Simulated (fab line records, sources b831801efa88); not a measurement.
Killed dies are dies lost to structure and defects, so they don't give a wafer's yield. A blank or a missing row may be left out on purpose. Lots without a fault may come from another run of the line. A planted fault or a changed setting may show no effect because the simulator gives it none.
fab line records | flow sky130
record lots=12 wafers=36 last_day=50
route steps=708 shown SD_P@324 METAL1@440 VIA1@471 PAD_OPEN@708
lots that met no fault: from a run of the same line without faults
start_h: hours from the record's first day to the start of the lot's first wafer shown | wait_h: hours since the lot's step before | " the same as in the row above | L1.1+2: a row that stands for several wafers | - no value, or no start given | * or withheld: withheld | < > ~ a bound
route shown NAME@n: a module of which the file shows steps, and the number in the route of the first | usual: mean/standard deviation of fault-free wafers | same: alike in all rows | chamber/n: place in a boat | sites: the reading at each site | _std_site: their standard deviation | _edge_site: outer sites' mean less inner sites' | radius_mm: how far each site lies from the wafer's centre | mask NAME#n: copy n | behind: the tool/chamber that last shaped the wafer | hold: why the lot was held/for how many hours/how that ended | device: the transistor (n, p or np) that didn't switch | end of line: the same wafers' tests at the end of the route | a step without rows: its recipe alone | killed: dies lost to structure and defects at the first sort, not the wafer's yield | map: a wafer's dies, x killed, . not, _ none there
set.NAME: the setting as run; set.NAME@STEP: as run at that earlier step | model.NAME: the simulator's own value behind a step, which no gauge read
steps of the route over a sample of lots; a table a step, a row a wafer
services: from which hour (start_h, from the record's first day; less than 0 if before it) a tool's chamber was out of use, for how many hours, and why
## steps
# step SKY_SD_P_EXPOSE_04
# recipe mask_id=PSDM na=0.6 source_shape=conventional sigma_outer=0.6 polarization=unpolarized target_cd_nm=380 dose_mj=138
# columns lot.wafer tool chamber start_h wait_h mask
L508.2+3+4 iline_stepper-01 0 587.22 - PSDM#0
L509.1+3+6 iline_stepper-02 0 589.25 - PSDM#0
L510.2+3+4 iline_stepper-01 0 603.14 - PSDM#0
L512.2+3+4 iline_stepper-01 0 633.94 - PSDM#0
L513.2+3+6 iline_stepper-02 0 636.61 - PSDM#0
L517.1+4+6 iline_stepper-02 0 677.57 - NSDM#0
L519.2+3+5 iline_stepper-02 0 692.64 - PSDM#0
L525.3+4+5 iline_stepper-01 0 728.61 - PSDM#0
L526.1+2+6 iline_stepper-02 0 736.80 - PSDM#0
L527.1+2+4 iline_stepper-02 0 743.40 - PSDM#0
L528.1+2+3 iline_stepper-01 0 744.42 - PSDM#0
L529.1+2+5 iline_stepper-02 0 757.25 - PSDM#0
# step SKY_SD_P_CD_MEAS_07
# recipe target_cd_nm=380
# usual cd_nm=379.6/2.4
# columns lot.wafer tool chamber start_h wait_h cd_nm
L508.2 cd_sem-01 - 601.74 0.1 377.1
L508.3 " - " " 376.8
L508.4 " - " " 375.4
L509.1 cd_sem-02 - 603.86 0.2 382.4
L509.3 " - " " 383.8
L509.6 " - " " 383.1
L510.2 cd_sem-01 - 616.69 0.1 377.8
L510.3 " - " " 380.8
L510.4 " - " " 378.3
L512.2 cd_sem-01 - 647.02 0.1 380.4
L512.3 " - " " 380.9
L512.4 " - " " 378.9
L513.2 cd_sem-01 - 650.14 0.1 377.4
L513.3 " - " " 378.8
L513.6 " - " " 378.6
L517.1 cd_sem-02 - 691.11 0.1 -
L517.4 " - " " -
L517.6 " - " " -
L519.2 cd_sem-02 - 706.43 0.1 380.7
L519.3 " - " " 379.7
L519.5 " - " " 380.6
L525.3 cd_sem-02 - 742.30 0.1 380.6
L525.4 " - " " 379.8
L525.5 " - " " 379.0
L526.1 cd_sem-01 - 750.27 0.1 380.7
L526.2 " - " " 381.3
L526.6 " - " " 382.5
L527.1 cd_sem-02 - 756.05 0.1 382.6
L527.2 " - " " 384.4
L527.4 " - " " 380.2
L528.1 cd_sem-01 - 757.27 0.1 380.0
L528.2 " - " " 381.8
L528.3 " - " " 383.2
L529.1 cd_sem-02 - 770.91 0.1 377.1
L529.2 " - " " 378.7
L529.5 " - " " 377.2
# step SKY_SD_P_TW_MEAS_11
# usual SD_P_TW=2834/58
# columns lot.wafer tool chamber start_h wait_h SD_P_TW
L508.2 film_metro-02 - 602.13 0.1 2923
L508.3 " - " " 2937
L508.4 " - " " 2931
L509.1 film_metro-03 - 604.27 0.1 2802
L509.3 " - " " 2807
L509.6 " - " " 2798
L510.2 film_metro-03 - 617.08 0.1 2808
L510.3 " - " " 2824
L510.4 " - " " 2817
L512.2 film_metro-01 - 647.41 0.1 2808
L512.3 " - " " 2805
L512.4 " - " " 2800
L513.2 film_metro-03 - 650.53 0.1 2767
L513.3 " - " " 2775
L513.6 " - " " 2765
L517.1 film_metro-02 - 691.65 0.1 31
L517.4 " - " " 31
L517.6 " - " " 31
L519.2 film_metro-02 - 706.83 0.1 2900
L519.3 " - " " 2905
L519.5 " - " " 2893
L525.3 film_metro-03 - 742.69 0.1 2754
L525.4 " - " " 2771
L525.5 " - " " 2776
L526.1 film_metro-01 - 750.67 0.1 2799
L526.2 " - " " 2803
L526.6 " - " " 2800
L527.1 film_metro-02 - 756.45 0.1 2903
L527.2 " - " " 2908
L527.4 " - " " 2911
L528.1 film_metro-03 - 757.67 0.1 2793
L528.2 " - " " 2781
L528.3 " - " " 2774
L529.1 film_metro-02 - 771.32 0.1 2879
L529.2 " - " " 2892
L529.5 " - " " 2884
# step SKY_METAL1_THK_MEAS_06
# recipe thk_meas_gauge=xrf reads=AlCu_of_METAL1_SPUTTER_02
# usual METAL1_ALCU_THK=251.7/2.8
# columns lot.wafer tool chamber start_h wait_h METAL1_ALCU_THK[nm]
L508.2 film_metro-02 - 747.09 0.1 252.5
L508.3 " - " " 251.1
L508.4 " - " " 250.8
L509.1 film_metro-03 - 750.62 0.1 251.7
L509.3 " - " " 250.9
L509.6 " - " " 253.3
L510.2 film_metro-04 - 762.40 0.1 258.0
L510.3 " - " " 252.8
L510.4 " - " " 257.1
L512.2 film_metro-04 - 788.85 0.1 253.4
L512.3 " - " " 253.1
L512.4 " - " " 251.0
L513.2 film_metro-04 - 793.57 0.1 251.2
L513.3 " - " " 251.1
L513.6 " - " " 250.1
L517.1 film_metro-04 - 832.10 0.1 256.6
L517.4 " - " " 251.9
L517.6 " - " " 257.5
L519.2 film_metro-04 - 847.66 0.1 252.5
L519.3 " - " " 253.0
L519.5 " - " " 250.0
L525.3 film_metro-04 - 880.02 0.1 255.0
L525.4 " - " " 256.0
L525.5 " - " " 252.7
L526.1 film_metro-02 - 889.62 0.1 251.1
L526.2 " - " " 255.1
L526.6 " - " " 252.9
L527.1 film_metro-03 - 893.89 0.1 248.6
L527.2 " - " " 251.4
L527.4 " - " " 249.7
L528.1 film_metro-02 - 897.30 0.1 249.4
L528.2 " - " " 247.9
L528.3 " - " " 250.6
L529.1 film_metro-04 - 908.40 0.1 256.4
L529.2 " - " " 251.7
L529.5 " - " " 252.1
# step SKY_METAL1_ETCH_18
# recipe chemistry=N2/H2 target=BARC ion_energy_ev=200 bias_w=100 pressure_mtorr=30 n2_flow_sccm=100 h2_flow_sccm=200 icp_w=500 stop_on=SiO2 time_s=45.9 target_depth_a=600
# usual drypump_motor_current_A=5.9/0.56 oes_product_au=0.854/0.0048 rf_fwd_power_W=492.8/2.1 throttle_valve_pct=13.226/0.009
# columns lot.wafer tool chamber start_h wait_h drypump_motor_current_A oes_product_au rf_fwd_power_W rf_hours_counter_h throttle_valve_pct
L508.2 rie_metal-04 0 773.85 0.0 6.5 0.859 492.8 12 13.228
L508.3 " 0 " " 6.5 0.854 492.5 - 13.206
L508.4 " 1 " " 4.9 0.850 494.8 - 13.224
L509.1 rie_metal-03 0 777.16 0.0 5.6 0.851 494.8 14 13.223
L509.3 " 0 " " 5.6 0.854 493.8 - 13.215
L509.6 " 1 " " 5.1 0.850 495.5 - 13.229
L510.2 rie_metal-01 0 789.06 0.0 6.3 0.855 490.3 15 13.235
L510.3 " 0 " " 6.3 0.858 488.6 - 13.217
L510.4 " 1 " " 6.2 0.855 495.5 - 13.231
L512.2 rie_metal-03 0 815.25 0.0 5.5 0.858 490.7 0 13.214
L512.3 " 1 " " 5.0 0.851 494.4 - 13.240
L512.4 " 0 " " 5.6 0.849 493.3 - 13.222
L513.2 rie_metal-01 1 819.81 0.1 6.3 0.857 492.8 - 13.232
L513.3 " 1 " " 6.2 0.851 492.6 - 13.224
L513.6 " 1 " " 6.2 0.844 495.3 - 13.223
L517.1 rie_metal-04 0 858.46 0.0 6.4 0.847 491.8 16 13.218
L517.4 " 0 " " 6.4 0.859 493.4 - 13.217
L517.6 " 1 " " 4.9 0.851 492.8 - 13.245
L519.2 rie_metal-03 0 873.31 0.0 5.5 0.862 492.2 2 13.223
L519.3 " 0 " " 5.5 0.854 492.4 - 13.223
L519.5 " 0 " " 5.6 0.851 493.8 - 13.229
L525.3 rie_metal-04 0 906.23 0.0 6.4 0.854 493.9 - 13.236
L525.4 " 1 " " 4.9 0.859 493.8 - 13.223
L525.5 " 1 " " 4.9 0.858 493.0 - 13.217
L526.1 rie_metal-01 1 915.40 0.0 6.3 0.853 494.2 13 13.213
L526.2 " 0 " " 6.3 0.856 489.0 3 13.220
L526.6 " 1 " " 6.3 0.848 494.6 - 13.212
L527.1 rie_metal-04 0 919.66 0.0 6.4 0.860 495.4 18 13.214
L527.2 " 1 " " 4.9 0.858 494.6 7 13.221
L527.4 " 0 " " 6.5 0.860 497.7 - 13.230
L528.1 rie_metal-01 1 923.05 0.0 6.3 0.855 495.0 14 13.220
L528.2 " 0 " " 6.3 0.858 487.4 4 13.207
L528.3 " 0 " " 6.3 0.854 488.1 - 13.205
L529.1 rie_metal-01 1 933.16 0.0 6.3 0.851 492.1 14 13.224
L529.2 " 0 " " 6.3 0.858 490.8 4 13.234
L529.5 " 1 " " 6.3 0.857 493.3 - 13.224
# step SKY_VIA1_OVL_MEAS_13
# usual VIA1_OVL=-3/6
# columns lot.wafer tool chamber start_h wait_h VIA1_OVL[nm]
L508.2 overlay-02 - 802.35 0.1 -18
L508.3 " - " " -7
L508.4 " - " " -12
L509.1 overlay-01 - 805.02 0.1 -1
L509.3 " - " " -4
L509.6 " - " " -12
L510.2 overlay-02 - 816.70 0.1 -6
L510.3 " - " " -6
L510.4 " - " " -2
L512.2 overlay-02 - 842.80 0.1 -4
L512.3 " - " " -3
L512.4 " - " " -2
L513.2 overlay-01 - 847.65 0.1 5
L513.3 " - " " 9
L513.6 " - " " 1
L517.1 overlay-02 - 886.22 0.1 -10
L517.4 " - " " 2
L517.6 " - " " 3
L519.2 overlay-02 - 900.27 0.1 -5
L519.3 " - " " 8
L519.5 " - " " -1
L525.3 overlay-02 - 932.76 0.1 -6
L525.4 " - " " 0
L525.5 " - " " -13
L526.1 overlay-02 - 941.39 0.1 -6
L526.2 " - " " -19
L526.6 " - " " -11
L527.1 overlay-01 - 945.39 0.1 -1
L527.2 " - " " -10
L527.4 " - " " 2
L528.1 overlay-02 - 949.32 0.1 1
L528.2 " - " " 1
L528.3 " - " " 5
L529.1 overlay-02 - 958.67 0.1 1
L529.2 " - " " -2
L529.5 " - " " -4
# step SKY_PAD_OPEN_PROBE_99
# usual killed_at_M0_to_M3=44/7.3 killed_at_M4_up=3.1/1.9 killed_at_contacts=24/5.3 killed_at_front_end=15/4 killed_at_other=0.4/0.6 killed_dies=86/9.2 killed_on_rim=17/3.5 killed_open=47/6.9 killed_short=39/6.9
# same gross_dies=492 killed_at_back_side=0
# columns lot.wafer tool chamber start_h wait_h killed_at_M0_to_M3 killed_at_M4_up killed_at_contacts killed_at_front_end killed_at_other killed_dies killed_on_rim killed_open killed_short
L517.1 prober-02 - 1143.64 0.1 50 6 22 413 1 492 96 55 45
L517.4 prober-02 - 1143.79 0.2 63 2 19 407 1 492 96 59 46
L517.6 prober-02 - 1143.89 0.2 59 1 15 417 0 492 96 45 41
# killed by level:class
L517.1 SD_P:area_expose=392 VIA1:geometric_particle:open=10 CONTACT:geometric_particle:open=8 VIA3:geometric_particle:open=8 VIA2:geometric_particle:open=8 METAL1:geometric_particle:short=7 FIELD_ISO:geometric_particle:short=6 LI_CONTACT:geometric_particle:open=5
L517.4 SD_P:area_expose=386 VIA1:geometric_particle:open=16 METAL1:geometric_particle:short=9 VIA3:geometric_particle:open=9 LI_CONTACT:geometric_particle:open=7 VIA2:geometric_particle:open=7 FIELD_ISO:geometric_particle:open=6 METAL2:geometric_particle:short=6
L517.6 SD_P:area_expose=406 VIA1:geometric_particle:open=14 VIA1:geometric_particle:short=8 VIA2:geometric_particle:open=8 METAL1:geometric_particle:short=7 VIA3:geometric_particle:open=7 LOCAL_INTERCONNECT:geometric_particle:short=4 CONTACT:geometric_particle:open=4
## services
# columns tool chamber start_h hours kind
rie_metal-04 0 603.49 1.0 repair
iline_stepper-01 - 606.68 2.5 repair
rie_metal-03 - 644.98 1.4 pm
iline_stepper-02 0 665.55 - calibration
iline_stepper-02 - 672.66 1.7 pm
iline_stepper-01 - 674.91 4.4 pm
iline_stepper-01 0 682.96 - calibration
iline_stepper-02 - 683.59 2.5 repair
rie_metal-04 1 722.60 - clean
rie_metal-04 1 722.60 13.2 scheduled_down
iline_stepper-01 - 732.09 1.5 repair
iline_stepper-01 - 763.66 1.7 pm
rie_metal-03 0 779.27 5.3 repair
rie_metal-01 - 786.32 1.4 pm
rie_metal-01 0 803.42 - clean
rie_metal-01 0 803.42 20.4 scheduled_down
rie_metal-01 0 803.42 20.4 vent_cycle
iline_stepper-01 - 809.29 0.7 repair
rie_metal-01 1 821.79 3.8 repair
rie_metal-01 - 835.37 2.6 repair
rie_metal-03 0 866.50 4.0 repair
iline_stepper-02 0 876.34 - calibration
iline_stepper-02 - 890.89 1.7 pm
iline_stepper-01 0 907.04 - calibration
## key
first_sign step=SKY_SD_P_EXPOSE_04 reading=mask direction=changed
effect step=SKY_SD_P_CD_MEAS_07 reading=cd_nm direction=missing
effect step=SKY_SD_P_TW_MEAS_11 reading=SD_P_TW direction=down sigmas=49 usual=2834 struck=31
effect step=SKY_PAD_OPEN_PROBE_99 reading=killed_at_front_end direction=up sigmas=99+ usual=15 struck=412
more_kills_born_at SKY_SD_P_EXPOSE_04@iline_stepper-02=1184
met_at SKY_SD_P_EXPOSE_04
struck_lots L517
tester_left_out L517
not_acting_at SKY_METAL1_THK_MEAS_06,SKY_METAL1_ETCH_18,SKY_VIA1_OVL_MEAS_13
onset_between 636.61 677.57
fault kind=wrong_mask tool=any chamber=- onset_h=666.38 steps=SKY_SD_P_EXPOSE_04 aux_copy=NSDM#0 scope=struck_lots_only
# tester_left_out: of these lots the tester's yield and bins aren't shown, on N5 and GAA mostly nor the transistor test; their killed dies are dies lost to structure and defects alone, not to doping, threshold or leakage, so they don't give the yield
